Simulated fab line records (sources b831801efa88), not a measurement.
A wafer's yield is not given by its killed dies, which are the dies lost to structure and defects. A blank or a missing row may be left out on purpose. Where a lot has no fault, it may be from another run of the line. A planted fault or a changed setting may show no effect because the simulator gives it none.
A lot that was struck, set against a sound lot :: flow sfq line :: 24 out of 325 route steps
Sound: wafers L240.2, L240.3, L240.4. Wafers struck: L247.1, L247.2, L247.3. The cause comes at the end.
Per side, at each step with rows, come the tool, then ch with its chambers, and then its first start. Under that, the readings that differ: sound wafers :: struck wafers :: difference of the means :: sigmas: that difference in standard deviations of wafers without a fault.
alike: readings whose means differ by less than 2 such deviations, and words and numbers that are the same on both sides. not compared: withheld readings, readings that some wafer has no value for, bounds like >300 that may hide the same value, and numbers for which the record gives no deviation and whose values overlap.
The two part at a step that has a row with sigmas, a row that says differs or no value, or rows on one side only. When numbers do not overlap yet have no deviation, they are printed without sigmas and do not part them. Lack of a reading on every wafer of one side parts them only where that side has two or more wafers.

first, 6 steps without rows for these wafers: SFQ_TRILAYER_I2_VIA_LITHO_COAT_072 (resist thk 62 nm); SFQ_TRILAYER_I2_VIA_LITHO_COAT_067 (resist thk 650 nm); SFQ_TRILAYER_I2_VIA_LITHO_SOFTBAKE_071; SFQ_TRILAYER_I2_VIA_LITHO_EXPOSE_068 (exposes mask I2, target cd 500 nm); SFQ_TRILAYER_I2_VIA_LITHO_PEB_070 (peb time 60 s); SFQ_TRILAYER_I2_VIA_LITHO_DEVELOP_069 (time 60 s).
SFQ_I2_OVL_MEAS_918:
  sound: overlay-01 at day 43 16:58; struck: overlay-01 at day 46 17:52
  alike: I2_OVL
SFQ_TRILAYER_I2_VIA_BARC_OPEN_VIA_ETCH_096: etches BARC in O2, target depth 125 nm, time 40.49 s.
  sound on rie diel-01 ch 0,1,3, day 43 17:00; struck on rie diel-04 ch 0,1,2, day 46 17:55
  alike: drypump motor current A, oes product au
  not compared: rf hours counter h
SFQ_TRILAYER_I2_VIA_ETCH_VIA_ETCH_070: etches SiO2 in CHF3, stops on Nb, target depth 260 nm.
  sound on rie diel-01 ch 0,1,3, day 43 17:02; struck on rie diel-04 ch 0,1,2, day 46 17:57
  alike: drypump motor current A, oes product au
SFQ_TRILAYER_I2_VIA_STRIP_STRIP_071: strips in O2.
  sound on rie metal-03 ch 0,1, day 43 17:09; struck on rie metal-03 ch 0,1, day 46 18:04
  alike: drypump motor current A, oes product au
  not compared: rf hours counter h
then, 2 steps without rows for these wafers: SFQ_TRILAYER_I2_VIA_STRIP_SOLV_CLEAN_072 (cleans in NMP, time 600 s); SFQ_TRILAYER_M3_DEP_PRE_CLEAN_074 (time 22.5 s).
SFQ_TRILAYER_M3_DEP_SPUTTER_073: material Nb, target thk 200 nm, time 133.3 s.
  sound: pvd sputter-04 at day 43 18:08; struck: pvd sputter-06 at day 46 19:08
  alike: throttle valve pct
SFQ_M3_RS_MEAS_919: uses a four-point probe to measure.
  sound: film metro-03 at day 43 18:14; struck: film metro-04 at day 46 19:14
reading: M3_NB_RS (ohm/sq)
sound: 0.897 0.900 0.899
struck: 0.447 0.448 0.441
difference: -0.453
sigmas: -53
then, 6 steps without rows for these wafers: SFQ_TRILAYER_M3_LITHO_COAT_080 (resist thk 62 nm); SFQ_TRILAYER_M3_LITHO_COAT_075 (resist thk 600 nm); SFQ_TRILAYER_M3_LITHO_SOFTBAKE_079; SFQ_TRILAYER_M3_LITHO_EXPOSE_076 (exposes mask M3, target cd 500 nm); SFQ_TRILAYER_M3_LITHO_PEB_078 (peb time 60 s); SFQ_TRILAYER_M3_LITHO_DEVELOP_077 (time 60 s).
SFQ_M3_OVL_MEAS_921:
  sound: overlay-01 at day 43 20:40; struck: overlay-01 at day 46 21:40
  alike: M3_OVL
SFQ_TRILAYER_M3_BARC_OPEN_METAL_ETCH_100: etches BARC in O2, target depth 125 nm, time 41.7 s.
  sound on rie metal-01 ch 0,1, day 43 20:41; struck on rie metal-04 ch 1, day 46 21:43
  alike: drypump motor current A, oes product au
  not compared: rf hours counter h
SFQ_TRILAYER_M3_ETCH_METAL_ETCH_078: etches Nb in Cl2/Ar, stops on SiO2, target depth 240 nm, time 120 s.
  sound on rie metal-01 ch 0,1, day 43 20:45; struck on rie metal-04 ch 1, day 46 21:50
reading: oes product au (a.u.)
sound: 0.888 0.891 0.890
struck: 0.997 1.008 1.006
difference: +0.114
sigmas: +16

reading: model.M3.feature depth nm (nm)
sound: 197.7 197.7 198
struck: 239 241.5 239.8
difference: +42
sigmas: 

reading: model.etch.depth nm (nm)
sound: 197.7 197.7 198
struck: 239 241.5 239.8
difference: +42
sigmas: 
  alike: drypump motor current A
  not compared: rf hours counter h
SFQ_TRILAYER_M3_STRIP_STRIP_079: strips in O2.
  sound on rie metal-01 ch 0,1, day 43 21:35; struck on rie metal-04 ch 1, day 46 22:05
  alike: drypump motor current A, oes product au
  not compared: rf hours counter h

== WHERE THEY PART ==
Earliest at SFQ_M3_RS_MEAS_919; latest, in this record, at SFQ_TRILAYER_M3_ETCH_METAL_ETCH_078. Later steps at which nothing parts them and some readings are alike: SFQ_TRILAYER_M3_STRIP_STRIP_079.

WHY: what the simulator had put in
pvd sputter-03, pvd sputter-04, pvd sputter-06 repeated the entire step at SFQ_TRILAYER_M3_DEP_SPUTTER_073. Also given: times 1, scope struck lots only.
